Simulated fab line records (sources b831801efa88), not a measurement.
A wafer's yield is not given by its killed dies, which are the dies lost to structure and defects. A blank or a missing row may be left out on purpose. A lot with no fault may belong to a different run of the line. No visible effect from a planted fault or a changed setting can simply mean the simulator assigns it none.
fab line records	flow gf180mcu
[record] lots = 13	wafers = 39	last-day = 34
route steps=602 shown HV_LDD@190 M2@368 M3@411 V3@451
lots that met no fault: taken from a fault-free run of the same line
start-h: hours from the record's first day to the start of the lot's first wafer shown	wait-h: hours from the lot's prior step to this one	" same as the row above	L1.1+2: a row that stands for several wafers	- value missing, or start not given	* or withheld: withheld	< > ~ a bound
route shown NAME@n: names a module that has steps shown in the file, with the first one's number in the route	usual: mean/standard deviation taken from wafers without a fault	same: alike in all rows	chamber/n: place in a boat	sites: the reading at each site	_std_site: the values' standard deviation	_edge_site: mean of outer sites minus mean of inner sites	radius-mm: for every site, how far away it sits from the centre of the wafer	mask NAME#n: copy n	behind: the last tool/chamber to shape the wafer	hold: why the lot was held/for how many hours/how that ended	device: names the non-switching transistor (n, p or np)	end of line: at the end of the route, the tests of the same wafers	a step without rows: its recipe alone	killed: the dies lost at the first sort to structure and to defects; this is not the yield of the wafer	map: shows each die of a wafer: x if killed, . if not, _ if none is there
set.NAME: the setting the step ran with; set.NAME@STEP: the setting that earlier step ran with	model.NAME: the simulator's own value behind a step, which no gauge read
one table for each step of the route and one row for each wafer, over a sample of lots
services: when a tool's chamber went out of use (start-h, in hours from the record's first day, below 0 if earlier), for how many hours, and the reason
[[steps]]
[step GF_HV_LDD_COAT_14]
[recipe] resist = NOVOLAK	spin-rpm = 3000	resist-thk-nm = 1000
[usual] exhaust-pa = 45.0/0.88	spin-speed-rpm = 3000.2/1.8
lot.wafer	tool	chamber	start-h	wait-h	exhaust-pa	spin-speed-rpm
L551.1	litho-track-02	0	229.94	0.1	44.9	3000.5
L551.5	"	0	"	"	45.1	2999.0
L551.6	"	0	"	"	46.0	2999.3
L553.4	litho-track-01	0	244.06	0.1	44.9	2998.6
L553.5	"	0	"	"	44.7	2998.9
L553.6	"	0	"	"	45.3	2997.6
L554.2	litho-track-02	0	253.16	0.1	45.7	2998.5
L554.3	"	0	"	"	46.0	2998.9
L554.6	"	0	"	"	46.2	3002.1
L555.3	litho-track-01	0	258.18	0.1	47.2	3001.4
L555.5	"	0	"	"	45.3	2999.7
L555.6	"	0	"	"	46.7	2998.2
L556.1	litho-track-04	0	260.01	0.1	44.6	3000.8
L556.3	"	0	"	"	44.3	3002.8
L556.4	"	0	"	"	43.3	3002.6
L557.1	litho-track-01	0	266.33	0.1	45.7	3002.9
L557.3	"	0	"	"	45.8	3000.3
L557.4	"	0	"	"	44.6	3001.8
L559.2	litho-track-04	0	283.14	0.1	44.8	3004.0
L559.4	"	0	"	"	44.7	3001.6
L559.6	"	0	"	"	44.0	3002.1
L560.2	litho-track-04	0	291.63	0.1	44.1	3220.0
L560.3	"	0	"	"	46.0	3221.9
L560.4	"	0	"	"	45.8	3216.1
L566.3	litho-track-04	0	333.86	0.1	45.2	3221.2
L566.4	"	0	"	"	46.1	3219.3
L566.5	"	0	"	"	45.1	3218.5
L568.1	litho-track-02	0	352.73	0.1	44.6	3001.1
L568.5	"	0	"	"	44.1	3000.1
L568.6	"	0	"	"	45.3	3001.2
L570.3	litho-track-01	0	363.73	0.1	44.1	2999.5
L570.4	"	0	"	"	44.1	3001.5
L570.6	"	0	"	"	45.6	2999.8
L573.1	litho-track-02	0	387.18	0.1	44.5	2999.9
L573.2	"	0	"	"	44.5	3002.4
L573.3	"	0	"	"	44.0	3001.1
L574.3	litho-track-02	0	395.78	0.1	43.4	2997.5
L574.4	"	0	"	"	44.5	2997.6
L574.5	"	0	"	"	44.7	2999.6
[step GF_HV_LDD_STRIP_22]
[recipe] chemistry = O2/N2	power-w = 1400	pressure-mtorr = 1500	platen-temp-c = 250	o2-flow-sccm = 3000	n2-flow-sccm = 300	overash-fraction = 0.5
[usual] chamber-pressure-mTorr = 1499.9/1.2	drypump-motor-current-A = 5.8/0.36	heater-power-w = 348/41	oes-product-au = 0.715/0.005	strip-time-to-endpoint-s = 12.64/0.033
[same] overash-fraction = 0.5
lot.wafer	tool	chamber	start-h	wait-h	chamber-pressure-mTorr	drypump-motor-current-A	heater-power-w	oes-product-au	rf-hours-counter-h	strip-time-to-endpoint-s
L551.1	plasma-asher-02	0	239.42	0.1	1498.7	6.0	368	0.714	46	12.61
L551.5	"	0	"	"	1500.8	6.0	367	0.723	-	12.63
L551.6	"	1	"	"	1499.0	5.2	361	0.723	-	12.61
L553.4	plasma-asher-03	0	254.08	0.1	1499.3	5.6	348	0.710	-	12.65
L553.5	"	1	"	"	1499.4	5.5	405	0.717	-	12.61
L553.6	"	0	"	"	1498.5	5.6	349	0.710	-	12.61
L554.2	plasma-asher-02	1	262.69	0.1	1497.1	5.2	362	0.718	48	12.69
L554.3	"	0	"	"	1500.8	6.0	366	0.716	-	12.68
L554.6	"	0	"	"	1500.8	6.0	354	0.713	-	12.68
L555.3	plasma-asher-01	0	267.62	0.1	1499.6	5.8	339	0.708	-	12.71
L555.5	"	1	"	"	1497.7	6.4	277	0.715	-	12.63
L555.6	"	0	"	"	1500.2	5.7	326	0.726	-	12.67
L556.1	plasma-asher-03	1	270.07	0.1	1499.5	5.5	408	0.724	64	12.66
L556.3	"	0	"	"	1501.3	5.6	346	0.719	-	12.63
L556.4	"	1	"	"	1502.0	5.5	408	0.718	-	12.67
L557.1	plasma-asher-02	0	275.84	0.1	1499.7	6.0	363	0.713	50	12.66
L557.3	"	0	"	"	1500.9	6.0	354	0.716	-	12.67
L557.4	"	1	"	"	1499.4	5.2	363	0.708	-	12.67
L559.2	plasma-asher-03	0	294.22	0.1	1499.6	5.6	347	0.712	67	12.68
L559.4	"	0	"	"	1500.4	5.6	346	0.721	-	12.62
L559.6	"	0	"	"	1500.0	5.6	344	0.720	-	12.65
L560.2	plasma-asher-03	1	302.44	0.1	1500.4	5.5	412	0.713	68	12.27
L560.3	"	0	"	"	1498.9	5.6	349	0.716	-	12.30
L560.4	"	1	"	"	1501.2	5.5	404	0.718	-	12.28
L566.3	plasma-asher-03	0	345.02	0.1	1499.8	5.6	336	0.718	-	12.26
L566.4	"	1	"	"	1502.1	5.5	408	0.713	-	12.28
L566.5	"	0	"	"	1501.8	5.7	351	0.713	-	12.22
L568.1	plasma-asher-03	0	364.56	0.1	1501.0	5.6	359	0.716	75	12.65
L568.5	"	0	"	"	1498.1	5.6	349	0.715	-	12.64
L568.6	"	1	"	"	1498.7	5.5	413	0.713	-	12.63
L570.3	plasma-asher-01	0	375.02	0.1	1499.3	5.8	333	0.711	-	12.66
L570.4	"	1	"	"	1499.7	6.4	286	0.716	-	12.63
L570.6	"	1	"	"	1499.6	6.4	284	0.718	-	12.62
L573.1	plasma-asher-03	1	398.93	0.1	1502.0	5.5	403	0.717	78	12.62
L573.2	"	0	"	"	1500.2	5.7	349	0.717	78	12.64
L573.3	"	0	"	"	1498.6	5.6	348	0.712	-	12.63
L574.3	plasma-asher-01	0	407.42	0.1	1498.6	5.7	332	0.717	-	12.64
L574.4	"	1	"	"	1499.9	6.4	284	0.715	-	12.66
L574.5	"	0	"	"	1499.1	5.8	326	0.719	-	12.67
[step GF_M2_THK_MEAS_06]
[recipe] thk-meas-gauge = xrf	reads = AlCu_of_M2_SPUTTER_02
[usual] M2_ALCU_THK = 453/5.6
lot.wafer	tool	chamber	start-h	wait-h	M2_ALCU_THK[nm]
L551.1	film-metro-01	-	421.85	0.1	452
L551.5	"	-	"	"	448
L551.6	"	-	"	"	451
L553.4	film-metro-01	-	438.30	0.1	459
L553.5	"	-	"	"	461
L553.6	"	-	"	"	462
L554.2	film-metro-02	-	449.51	0.1	450
L554.3	"	-	"	"	450
L554.6	"	-	"	"	451
L555.3	film-metro-04	-	455.80	0.1	452
L555.5	"	-	"	"	452
L555.6	"	-	"	"	450
L556.1	film-metro-01	-	457.73	0.1	458
L556.3	"	-	"	"	460
L556.4	"	-	"	"	470
L557.1	film-metro-04	-	467.06	0.1	439
L557.3	"	-	"	"	454
L557.4	"	-	"	"	446
L559.2	film-metro-01	-	488.23	0.1	463
L559.4	"	-	"	"	459
L559.6	"	-	"	"	460
L560.2	film-metro-01	-	494.10	0.1	452
L560.3	"	-	"	"	460
L560.4	"	-	"	"	453
L566.3	film-metro-02	-	542.85	0.1	447
L566.4	"	-	"	"	455
L566.5	"	-	"	"	449
L568.1	film-metro-01	-	562.53	0.1	454
L568.5	"	-	"	"	457
L568.6	"	-	"	"	458
L570.3	film-metro-04	-	574.02	0.1	450
L570.4	"	-	"	"	451
L570.6	"	-	"	"	447
L573.1	film-metro-01	-	595.78	0.1	448
L573.2	"	-	"	"	446
L573.3	"	-	"	"	446
L574.3	film-metro-02	-	603.20	0.1	456
L574.4	"	-	"	"	449
L574.5	"	-	"	"	447
[step GF_M3_SPUTTER_02]
[recipe] material = AlCu	target-thk-nm = 450	power-w = 10600	time-s = 23.9	chamber-pressure-pa = 0.4
[usual] throttle-valve-pct = 30.3/0.69
[same] time-s = 23.9
lot.wafer	tool	chamber	start-h	wait-h	throttle-valve-pct
L551.1	pvd-sputter-04	-	473.12	0.0	30.6
L551.5	"	-	"	"	31.0
L551.6	"	-	"	"	29.1
L553.4	pvd-sputter-03	-	489.43	0.0	30.4
L553.5	"	-	"	"	30.2
L553.6	"	-	"	"	30.4
L554.2	pvd-sputter-03	-	500.54	0.0	30.5
L554.3	"	-	"	"	29.2
L554.6	"	-	"	"	29.4
L555.3	pvd-sputter-02	-	505.97	0.0	30.6
L555.5	"	-	"	"	31.5
L555.6	"	-	"	"	30.4
L556.1	pvd-sputter-03	-	506.63	0.0	30.1
L556.3	"	-	"	"	29.4
L556.4	"	-	"	"	29.7
L557.1	pvd-sputter-02	-	521.18	0.0	30.6
L557.3	"	-	"	"	31.0
L557.4	"	-	"	"	30.8
L559.2	pvd-sputter-04	-	536.87	0.0	30.5
L559.4	"	-	"	"	30.1
L559.6	"	-	"	"	30.9
L560.2	pvd-sputter-03	-	542.92	0.0	29.2
L560.3	"	-	"	"	30.1
L560.4	"	-	"	"	30.3
L566.3	pvd-sputter-02	-	589.27	0.0	31.0
L566.4	"	-	"	"	31.4
L566.5	"	-	"	"	30.9
L568.1	pvd-sputter-02	-	607.74	0.0	31.5
L568.5	"	-	"	"	31.5
L568.6	"	-	"	"	30.7
L570.3	pvd-sputter-03	-	619.10	0.0	29.4
L570.4	"	-	"	"	29.5
L570.6	"	-	"	"	29.0
L573.1	pvd-sputter-04	-	640.75	0.0	30.3
L573.2	"	-	"	"	29.1
L573.3	"	-	"	"	30.7
L574.3	pvd-sputter-04	-	647.62	0.0	30.9
L574.4	"	-	"	"	30.1
L574.5	"	-	"	"	30.2
[step GF_V3_SPUTTER_22]
[recipe] material = TiN	target-thk-nm = 10	chamber-pressure-pa = 5	power-w = 4000	time-s = 40
[usual] throttle-valve-pct = 30.0/0.73
[same] time-s = 40
lot.wafer	tool	chamber	start-h	wait-h	throttle-valve-pct
L551.1	pvd-sputter-03	-	523.22	0.0	29.6
L551.5	"	-	"	"	30.5
L551.6	"	-	"	"	29.7
L553.4	pvd-sputter-03	-	537.36	0.0	29.4
L553.5	"	-	"	"	29.6
L553.6	"	-	"	"	30.4
L554.2	pvd-sputter-03	-	548.47	0.0	29.3
L554.3	"	-	"	"	29.5
L554.6	"	-	"	"	30.0
L555.3	pvd-sputter-04	-	552.89	0.0	30.7
L555.5	"	-	"	"	30.6
L555.6	"	-	"	"	28.9
L556.1	pvd-sputter-04	-	554.37	0.0	30.6
L556.3	"	-	"	"	29.0
L556.4	"	-	"	"	30.8
L557.1	pvd-sputter-04	-	568.20	0.0	30.3
L557.3	"	-	"	"	28.8
L557.4	"	-	"	"	30.2
L559.2	pvd-sputter-04	-	582.12	0.0	30.2
L559.4	"	-	"	"	30.9
L559.6	"	-	"	"	30.2
L560.2	pvd-sputter-01	-	588.97	0.0	29.8
L560.3	"	-	"	"	31.2
L560.4	"	-	"	"	29.0
L566.3	pvd-sputter-03	-	633.17	0.0	30.4
L566.4	"	-	"	"	30.0
L566.5	"	-	"	"	30.3
L568.1	pvd-sputter-03	-	650.41	0.0	30.0
L568.5	"	-	"	"	30.1
L568.6	"	-	"	"	30.0
L570.3	pvd-sputter-01	-	662.32	0.0	31.1
L570.4	"	-	"	"	29.9
L570.6	"	-	"	"	30.0
L573.1	pvd-sputter-03	-	682.46	0.0	30.4
L573.2	"	-	"	"	29.6
L573.3	"	-	"	"	30.0
L574.3	pvd-sputter-04	-	688.83	0.0	29.9
L574.4	"	-	"	"	30.8
L574.5	"	-	"	"	29.0
[[services]]
tool	chamber	start-h	hours	kind
pvd-sputter-04	-	217.85	2.2	repair
pvd-sputter-01	-	248.29	11.1	repair
pvd-sputter-01	-	267.49	1.0	repair
pvd-sputter-03	-	318.09	3.8	repair
pvd-sputter-03	1	383.28	-	consumable-replace:kit
pvd-sputter-03	1	383.28	18.0	scheduled-down
plasma-asher-02	-	415.96	1.7	repair
plasma-asher-03	-	421.25	9.0	pm
pvd-sputter-02	-	446.56	8.1	repair
plasma-asher-01	-	447.24	14.6	pm
plasma-asher-02	-	464.60	1.2	repair
plasma-asher-03	-	489.20	99.1	repair
pvd-sputter-02	-	499.35	2.1	repair
pvd-sputter-03	-	515.11	2.0	repair
pvd-sputter-01	-	533.81	3.8	repair
pvd-sputter-02	-	543.45	4.4	repair
pvd-sputter-04	-	548.52	0.6	repair
plasma-asher-02	-	552.52	3.0	repair
pvd-sputter-04	-	583.50	3.4	repair
plasma-asher-03	-	584.16	1.4	repair
pvd-sputter-04	-	614.11	9.4	repair
pvd-sputter-03	-	643.75	4.7	repair
plasma-asher-03	-	671.59	4.4	repair
plasma-asher-01	-	683.20	22.2	pm
[[key]]
[first-sign] step = GF_HV_LDD_COAT_14	reading = spin-speed-rpm	direction = up	sigmas = 99+	usual = *	struck = *
[effect] step = GF_HV_LDD_STRIP_22	reading = strip-time-to-endpoint-s	direction = down	sigmas = 11	usual = *	struck = *
met-at GF_HV_LDD_COAT_14
struck-lots L560,L566
tester-left-out L560,L566
not-acting-at GF_M2_THK_MEAS_06,GF_M3_SPUTTER_02,GF_V3_SPUTTER_22
onset-between 283.14 291.63
[fault] kind = process-parameter-drift	tool = litho-track-04	chamber = -	onset-h = 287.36	steps = GF_HV_LDD_COAT_14	channel = spin-rpm	offset = *	shape = step	end-h = 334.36	acts-in = *	stated = *
// tester-left-out: of these lots the tester's yield and bins aren't shown, on N5 and GAA mostly nor the transistor test; their killed dies are dies lost to structure and defects alone, not to doping, threshold or leakage, so they don't give the yield
